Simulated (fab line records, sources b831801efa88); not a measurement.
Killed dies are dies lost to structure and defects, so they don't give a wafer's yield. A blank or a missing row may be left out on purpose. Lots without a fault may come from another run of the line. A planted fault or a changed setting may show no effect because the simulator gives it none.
fab line records | flow sky130
record lots=6 wafers=18 last_day=50
route steps=708 shown LDD_N@244 LDD_P@255 PAD_OPEN@708
lots that met no fault: from a run of the same line without faults
start_h: hours from the record's first day to the start of the lot's first wafer shown | wait_h: hours since the lot's step before | " the same as in the row above | L1.1+2: a row that stands for several wafers | - no value, or no start given | * or withheld: withheld | < > ~ a bound
route shown NAME@n: a module of which the file shows steps, and the number in the route of the first | usual: mean/standard deviation of fault-free wafers | same: alike in all rows | chamber/n: place in a boat | sites: the reading at each site | _std_site: their standard deviation | _edge_site: outer sites' mean less inner sites' | radius_mm: how far each site lies from the wafer's centre | mask NAME#n: copy n | behind: the tool/chamber that last shaped the wafer | hold: why the lot was held/for how many hours/how that ended | device: the transistor (n, p or np) that didn't switch | end of line: the same wafers' tests at the end of the route | a step without rows: its recipe alone | killed: dies lost to structure and defects at the first sort, not the wafer's yield | map: a wafer's dies, x killed, . not, _ none there
set.NAME: the setting as run; set.NAME@STEP: as run at that earlier step | model.NAME: the simulator's own value behind a step, which no gauge read
lots at some steps of the route; a table a step, a row a wafer
services: from which hour (start_h, from the record's first day; less than 0 if before it) a tool's chamber was out of use, for how many hours, and why
## steps
# step SKY_LDD_N_OVL_MEAS_07
# usual LDD_N_OVL=0.9/1.2
# columns lot.wafer tool chamber start_h wait_h LDD_N_OVL[nm]
L198.4 overlay-02 - 399.47 0.1 1.3
L198.5 " - " " 0.5
L198.6 " - " " 1.6
L204.3 overlay-02 - 461.82 0.1 2.3
L204.4 " - " " 1.6
L204.6 " - " " 2.1
L205.2 overlay-02 - 492.16 0.1 1.4
L205.3 " - " " 1.9
L205.5 " - " " 1.2
L207.1 overlay-02 - 499.40 0.1 0.8
L207.4 " - " " 0.1
L207.5 " - " " 0.2
L219.2 overlay-02 - 587.36 0.1 1.1
L219.4 " - " " 1.5
L219.6 " - " " 1.4
L220.1 overlay-02 - 600.85 0.1 1.4
L220.4 " - " " 2.2
L220.5 " - " " -0.7
# step SKY_LDD_N_IMPLANT_08
# recipe species=As energy_kev=20 dose_cm2=7.5e+13 tilt_deg=withheld rotation_deg=23
# step SKY_LDD_N_IMPLANT_09
# recipe species=As energy_kev=20 dose_cm2=7.5e+13 tilt_deg=withheld rotation_deg=113
# step SKY_LDD_N_IMPLANT_10
# recipe species=As energy_kev=20 dose_cm2=7.5e+13 tilt_deg=withheld rotation_deg=203
# step SKY_LDD_N_IMPLANT_11
# recipe species=As energy_kev=20 dose_cm2=7.5e+13 tilt_deg=withheld rotation_deg=293
# step SKY_LDD_N_IMPLANT_12
# recipe species=BF2 energy_kev=50 dose_cm2=5e+12 tilt_deg=30 rotation_deg=0
# step SKY_LDD_N_IMPLANT_13
# recipe species=BF2 energy_kev=50 dose_cm2=5e+12 tilt_deg=30 rotation_deg=90
# step SKY_LDD_N_IMPLANT_14
# recipe species=BF2 energy_kev=50 dose_cm2=5e+12 tilt_deg=30 rotation_deg=180
# step SKY_LDD_N_IMPLANT_15
# recipe species=BF2 energy_kev=50 dose_cm2=5e+12 tilt_deg=30 rotation_deg=270
# step SKY_LDD_N_STRIP_16
# recipe chemistry=O2/N2 power_w=1400 pressure_mtorr=1500 platen_temp_c=withheld o2_flow_sccm=3000 n2_flow_sccm=300 overash_fraction=0.5
# usual drypump_motor_current_A=5.5/0.37 n2_flow_sccm=300.2/0.76 oes_product_au=0.406/0.0043 strip_time_to_endpoint_s=4.313/0.015
# same overash_fraction=0.5
# columns lot.wafer tool chamber start_h wait_h drypump_motor_current_A n2_flow_sccm oes_product_au rf_hours_counter_h strip_time_to_endpoint_s
L198.4 plasma_asher-02 0 400.72 0.1 5.4 299.3 0.404 - 4.315
L198.5 " 0 " " 5.5 299.9 0.401 - 4.333
L198.6 " 1 " " 5.7 300.4 0.403 - 4.300
L204.3 plasma_asher-02 0 463.08 0.1 5.4 300.8 0.415 - 4.330
L204.4 " 1 " " 5.7 301.4 0.411 - 4.296
L204.6 " 1 " " 5.7 300.8 0.401 - 4.317
L205.2 plasma_asher-04 1 493.39 0.1 4.7 300.4 0.409 38 4.322
L205.3 " 1 " " 4.7 299.3 0.399 - 4.336
L205.5 " 1 " " 4.7 298.9 0.401 - 4.328
L207.1 plasma_asher-02 1 501.10 0.1 5.7 301.1 0.402 7 4.320
L207.4 " 0 " " 5.4 299.8 0.397 - 4.316
L207.5 " 0 " " 5.4 299.7 0.410 - 4.318
L219.2 plasma_asher-04 0 588.59 0.1 5.2 301.0 0.408 48 4.313
L219.4 " 1 " " 4.7 300.2 0.407 - 4.300
L219.6 " 0 " " 5.2 299.4 0.413 - 4.326
L220.1 plasma_asher-04 0 602.09 0.1 5.2 299.2 0.411 49 4.326
L220.4 " 0 " " 5.2 299.5 0.399 - 4.314
L220.5 " 1 " " 4.7 301.2 0.417 - 4.302
# step SKY_LDD_N_TW_MEAS_17
# usual LDD_N_TW=2587/34
# columns lot.wafer tool chamber start_h wait_h LDD_N_TW
L198.4 film_metro-03 - 400.82 0.1 2616
L198.5 " - " " 2602
L198.6 " - " " 2613
L204.3 film_metro-01 - 463.17 0.1 2564
L204.4 " - " " 2562
L204.6 " - " " 2573
L205.2 film_metro-01 - 493.50 0.1 2568
L205.3 " - " " 2566
L205.5 " - " " 2578
L207.1 film_metro-01 - 501.20 0.1 2578
L207.4 " - " " 2573
L207.5 " - " " 2571
L219.2 film_metro-03 - 588.70 0.1 2621
L219.4 " - " " 2607
L219.6 " - " " 2621
L220.1 film_metro-04 - 602.19 0.1 2547
L220.4 " - " " 2557
L220.5 " - " " 2554
# step SKY_LDD_P_DEHYDRATE_00
# recipe temp_c=200 time_s=60
# step SKY_LDD_P_HMDS_01
# recipe prime_time_s=60 prime_temp_c=120
# usual prime_temp_c=120.00/0.13
# columns lot.wafer tool chamber start_h wait_h prime_temp_c
L198.4 litho_track-02 0 414.13 0.1 120.04
L198.5 " 0 " " 120.03
L198.6 " 0 " " 120.12
L204.3 litho_track-02 0 478.00 0.1 120.29
L204.4 " 0 " " 120.18
L204.6 " 0 " " 120.07
L205.2 litho_track-01 0 508.03 0.1 119.96
L205.3 " 0 " " 120.11
L205.5 " 0 " " 120.07
L207.1 litho_track-02 0 516.35 0.1 119.74
L207.4 " 0 " " 119.76
L207.5 " 0 " " 120.02
L219.2 litho_track-02 0 602.58 0.1 118.42
L219.4 " 0 " " 118.32
L219.6 " 0 " " 118.39
L220.1 litho_track-02 0 616.80 0.1 118.14
L220.4 " 0 " " 118.24
L220.5 " 0 " " 118.22
# step SKY_LDD_P_COAT_02
# recipe resist=NOVOLAK spin_rpm=3000 resist_thk_nm=1140
# step SKY_PAD_OPEN_PROBE_99
# usual killed_at_M0_to_M3=42/6.6 killed_at_M4_up=3.0/1.8 killed_at_contacts=25/5.1 killed_at_front_end=15/4.4 killed_at_other=0.3/0.56 killed_dies=86/8.6 killed_open=47/6.9 killed_short=38/6
# same gross_dies=492 killed_at_back_side=0
# columns lot.wafer tool chamber start_h wait_h killed_at_M0_to_M3 killed_at_M4_up killed_at_contacts killed_at_front_end killed_at_other killed_dies killed_open killed_short
L204.3 prober-02 - 1117.63 0.2 39 5 30 14 0 88 48 40
L204.4 prober-02 - 1117.68 0.2 51 1 29 16 0 97 60 37
L204.6 prober-02 - 1117.78 0.2 41 5 21 16 0 83 43 40
L205.2 prober-01 - 1131.98 0.1 37 4 25 16 0 82 46 36
L205.3 prober-01 - 1132.03 0.2 39 1 20 15 1 76 48 28
L205.5 prober-01 - 1132.13 0.2 41 2 17 15 0 75 47 28
L207.1 prober-01 - 1144.61 0.1 46 2 26 15 0 89 38 51
L207.4 prober-01 - 1144.76 0.2 41 0 25 17 2 85 43 41
L207.5 prober-01 - 1144.81 0.2 43 4 27 16 0 90 54 36
L220.1 prober-02 - 1198.53 0.1 32 4 21 15 0 72 31 41
L220.4 prober-02 - 1198.68 0.2 48 3 25 18 0 94 53 41
L220.5 prober-02 - 1198.73 0.2 44 4 30 7 1 86 50 36
# killed by level:class
L204.3 VIA1:geometric_particle:open=13 LI_CONTACT:geometric_particle:open=12 CONTACT:geometric_particle:open=9 FIELD_ISO:geometric_particle:short=5 METAL2:geometric_particle:short=5 METAL4:geometric_particle:short=5 FIELD_ISO:geometric_particle:open=4 VIA3:geometric_particle:short=4
L204.4 VIA1:geometric_particle:open=13 LI_CONTACT:geometric_particle:open=9 VIA2:geometric_particle:open=9 VIA3:geometric_particle:open=8 CONTACT:geometric_particle:short=7 CONTACT:geometric_particle:open=6 METAL2:geometric_particle:short=5 FIELD_ISO:geometric_particle:short=4
L204.6 CONTACT:geometric_particle:open=12 VIA2:geometric_particle:open=7 VIA1:geometric_particle:short=6 VIA1:geometric_particle:open=6 POLY_GATE:geometric_particle:short=5 CONTACT:geometric_particle:short=5 FIELD_ISO:geometric_particle:short=4 LI_CONTACT:geometric_particle:open=4
L205.2 VIA1:geometric_particle:open=10 LI_CONTACT:geometric_particle:open=7 VIA3:geometric_particle:open=7 FIELD_ISO:geometric_particle:short=6 CONTACT:geometric_particle:open=6 FIELD_ISO:geometric_particle:open=5 METAL2:geometric_particle:short=5 CONTACT:geometric_particle:short=4
L205.3 VIA1:geometric_particle:open=12 CONTACT:geometric_particle:open=9 VIA2:geometric_particle:open=6 VIA3:geometric_particle:open=6 CONTACT:geometric_particle:short=5 METAL1:geometric_particle:short=5 VIA2:geometric_particle:short=4 FIELD_ISO:geometric_particle:open=3
L205.5 VIA1:geometric_particle:open=10 VIA3:geometric_particle:open=7 CONTACT:geometric_particle:open=7 LI_CONTACT:geometric_particle:open=5 METAL1:geometric_particle:short=5 METAL2:geometric_particle:short=5 FIELD_ISO:geometric_particle:short=4 FIELD_ISO:geometric_particle:open=4
L207.1 METAL1:geometric_particle:short=9 CONTACT:geometric_particle:short=7 LI_CONTACT:geometric_particle:open=6 VIA1:geometric_particle:open=6 LOCAL_INTERCONNECT:geometric_particle:short=6 VIA3:geometric_particle:open=6 METAL2:geometric_particle:short=6 CONTACT:geometric_particle:open=5
L207.4 LI_CONTACT:geometric_particle:open=9 VIA2:geometric_particle:open=7 CONTACT:geometric_particle:short=6 VIA1:geometric_particle:open=6 METAL2:geometric_particle:short=6 VIA3:geometric_particle:open=6 FIELD_ISO:geometric_particle:open=5 FIELD_ISO:geometric_particle:short=5
L207.5 VIA1:geometric_particle:open=14 LI_CONTACT:geometric_particle:open=11 VIA3:geometric_particle:open=6 LOCAL_INTERCONNECT:geometric_particle:short=6 CONTACT:geometric_particle:open=6 FIELD_ISO:geometric_particle:short=5 FIELD_ISO:geometric_particle:open=5 VIA2:geometric_particle:short=5
L220.1 FIELD_ISO:geometric_particle:open=8 LI_CONTACT:geometric_particle:open=6 METAL1:geometric_particle:short=6 LOCAL_INTERCONNECT:geometric_particle:short=5 CONTACT:geometric_particle:open=5 VIA2:geometric_particle:open=4 VIA1:geometric_particle:open=4 CONTACT:geometric_particle:short=4
L220.4 VIA1:geometric_particle:open=13 CONTACT:geometric_particle:open=9 FIELD_ISO:geometric_particle:open=7 VIA3:geometric_particle:open=7 LOCAL_INTERCONNECT:geometric_particle:short=6 VIA1:geometric_particle:short=5 VIA2:geometric_particle:open=5 CONTACT:geometric_particle:short=4
L220.5 VIA1:geometric_particle:open=15 CONTACT:geometric_particle:short=8 VIA2:geometric_particle:open=8 LI_CONTACT:geometric_particle:open=7 CONTACT:geometric_particle:open=6 METAL2:geometric_particle:short=4 VIA3:geometric_particle:short=4 LI_CONTACT:geometric_particle:short=3
## services
# columns tool chamber start_h hours kind
plasma_asher-02 - 377.50 4.4 repair
plasma_asher-04 - 417.88 3.2 repair
plasma_asher-02 - 421.25 9.0 pm
plasma_asher-02 0 421.25 9.0 vent_cycle
plasma_asher-02 1 421.25 9.0 vent_cycle
plasma_asher-02 0 430.25 - clean
plasma_asher-02 1 430.25 - clean
plasma_asher-02 - 450.72 2.8 pm
litho_track-02 - 451.83 - consumable_replace:filter
## key
first_sign step=SKY_LDD_P_HMDS_01 reading=prime_temp_c direction=down sigmas=13 usual=* struck=*
effect none on later readings
met_at SKY_LDD_P_HMDS_01
struck_wafers L219.2,L219.4,L219.6,L220.1,L220.4,L220.5
tester_left_out L219,L220
onset_between 516.35 602.58
fault kind=process_parameter_drift tool=litho_track-02 chamber=- onset_h=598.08 steps=SKY_LDD_P_HMDS_01 channel=prime_temp_c offset=* shape=step end_h=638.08 acts_in=* stated=*
# tester_left_out: of these lots the tester's yield and bins aren't shown, on N5 and GAA mostly nor the transistor test; their killed dies are dies lost to structure and defects alone, not to doping, threshold or leakage, so they don't give the yield
